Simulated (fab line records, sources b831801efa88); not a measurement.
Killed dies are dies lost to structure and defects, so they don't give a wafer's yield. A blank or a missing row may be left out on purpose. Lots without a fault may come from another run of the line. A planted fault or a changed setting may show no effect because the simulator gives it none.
Chamber matching | flow sky130 | SKY_VIA4_ETCH_12 on rie_diel-02: 4 sister chambers
The step etches SiO2 in C4F8/O2/Ar, stops on TiN, target depth 580 nm. 4 wafers are shown with their chamber, then 7 later ones without.

WAFERS WITH THEIR CHAMBER
wafer  | chamber | rf_fwd_power_W (W)
L640.1 | 0       | 1490
L640.5 | 3       | 1492
L643.1 | 2       | 1488
L643.2 | 1       | 1495

WAFERS WITHOUT THEIR CHAMBER
wafer  | rf_fwd_power_W (W)
L643.5 | 1499
L644.2 | 1497
L644.5 | 1493
L644.6 | 1479
L648.1 | 1485
L648.4 | 1481
L648.6 | 1494

WHICH CHAMBER EACH WENT THROUGH
wafer  | from the rows above               | in truth
L643.5 | can't be placed: 1 or 3 or 0 or 2 | 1
L644.2 | can't be placed: 1 or 3 or 0 or 2 | 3
L644.5 | can't be placed: 3 or 1 or 0 or 2 | 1
L644.6 | can't be placed: 2 or 0 or 3 or 1 | 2
L648.1 | can't be placed: 2 or 0 or 3 or 1 | 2
L648.4 | can't be placed: 2 or 0 or 3 or 1 | 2
L648.6 | can't be placed: 1 or 3 or 0 or 2 | 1
Placed correctly: 0 of 7. Can't be placed from these rows: 7 (the true chamber is among the candidates in 7). Placed wrongly: 0.
How it was worked out, from the rows above alone: a wafer's distance from a chamber is the root of the sum, over the readings, of the square of ((its reading less the chamber's mean) divided by the reading's scatter). The wafer belongs to the nearest chamber; if the next one is less than 2 further off, it can't be placed. A chamber's mean is the mean of its shown wafers. The scatter: with one shown wafer a chamber, the root of the mean of the squares of how far each hidden wafer lies from its nearest shown one.
